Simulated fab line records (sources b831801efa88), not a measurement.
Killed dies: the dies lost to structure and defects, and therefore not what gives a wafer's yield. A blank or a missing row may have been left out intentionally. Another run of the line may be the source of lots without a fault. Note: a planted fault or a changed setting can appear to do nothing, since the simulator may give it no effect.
Which tool is to blame? ; flow sky130 ; Sampling: 12 lots, 36 wafers, 2 of 708 route steps

WHAT THE GAUGES SHOWED, per wafer
SKY_NWELL_RS_MEAS_29: measures by four-point-probe.
lot;measured;on;NWELL_RS (ohm/sq)
L744;day 5 13:29;film metro-02;622.1 624.3 624.7
L745;day 5 15:37;film metro-02;623.9 624.4 625.3
L747;day 6 00:41;film metro-01;622.9 623.8 624.3
L748;day 6 09:26;film metro-01;625.6 626.2 624.3
L751;day 7 02:15;film metro-01;626.8 627.4 626.3
L752;day 7 08:57;film metro-01;626.1 624.8 624.7
L754;day 7 22:48;film metro-02;625.1 625.7 624.7
L755;day 8 03:15;film metro-02;624.5 622.9 623.5
L761;day 9 14:04;film metro-02;603.8 604.1 603.5
L763;day 10 07:59;film metro-04;602.4 604.5 602.4
L764;day 10 13:07;film metro-01;625.2 623.7 624.0
L766;day 10 21:32;film metro-01;623.9 624.0 626.0

WHICH TOOL RAN EACH LOT (tool, then ch and the chambers of the sampled wafers, then the start)
lot;SKY_NWELL_IMPLANT_11
L744;implanter-03 ch 0, day 4 18:37
L745;implanter-02 ch 0, day 4 20:33
L747;implanter-02 ch 0, day 5 05:40
L748;implanter-04 ch 0, day 5 13:47
L751;implanter-02 ch 0, day 6 06:16
L752;implanter-03 ch 0, day 6 13:00
L754;implanter-03 ch 0, day 7 01:27
L755;implanter-04 ch 0, day 7 06:24
L761;implanter-03 ch 0, day 8 16:09
L763;implanter-03 ch 0, day 9 07:52
L764;implanter-04 ch 0, day 9 14:31
L766;implanter-02 ch 0, day 9 22:22
- SKY_NWELL_IMPLANT_11

AS READ BY THE TOOLS THEMSELVES (means over the sampled wafers that have a number; for cases with no such wafer, the mark the record gives instead)
SKY_NWELL_IMPLANT_11.
lot;tool;beam energy keV
L744;implanter-03;400.01
L745;implanter-02;399.88
L747;implanter-02;400.05
L748;implanter-04;399.98
L751;implanter-02;399.87
L752;implanter-03;399.89
L754;implanter-03;400.02
L755;implanter-04;400.12
L761;implanter-03;469.87
L763;implanter-03;469.97
L764;implanter-04;400.13
L766;implanter-02;400.26

THE ANSWER, worked out from the rows above alone
Rule: what is usual is taken from the lots themselves. The widest of any qualifying gaps counts: lots, ordered by their means at a reading, are off when they make up no more than a third of the lots, leave a main group of 4 or more, and stand apart from it by 3 or more times the standard deviation of that group's means. A main group is skipped when, at the precision printed for the reading in the tables above, its means are all equal. Also off: a lot with no number at a reading for which 4 or more lots have one. All remaining lots with rows at the step are treated as sound. The gauges are gone through in route order, then the tools' own readings, and for those a lot's mean is taken as printed above. The first step at which some lot is off is used, and at that step the reading that is off furthest; a lot without a number counts as furthest.
Off: L761, L763, seen at SKY_NWELL_RS_MEAS_29 (NWELL_RS). The main group has a mean of 624.7 ohm/sq with a standard deviation of 0.94.
A tool fits if, at a process step before that reading, it ran every lot that is off, and no sound lot after the first of them. The gauges at SKY_NWELL_RS_MEAS_29 aren't tried: what is off there is off at SKY_NWELL_IMPLANT_11 too, on other tools, and a gauge's error can't cause that. One candidate fits, namely implanter-03 at SKY_NWELL_IMPLANT_11. A fault onset in the window from L754 (day 7 01:27, its last sound lot) to L761 (day 8 16:09, its first lot off) fits.
On the lots that are off, the tool's own readings at SKY_NWELL_IMPLANT_11 differ by more than 5 times the standard deviation of the sound lots' means, which bears it out; beam energy keV reads 469.92 there versus 400.02 on the sound lots.

WHAT THE SIMULATOR HAD INSERTED
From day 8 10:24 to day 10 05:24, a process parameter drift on implanter-03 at SKY_NWELL_IMPLANT_11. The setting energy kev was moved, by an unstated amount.
Shown lots that were struck: L761, L763. The rule above reached the same finding.
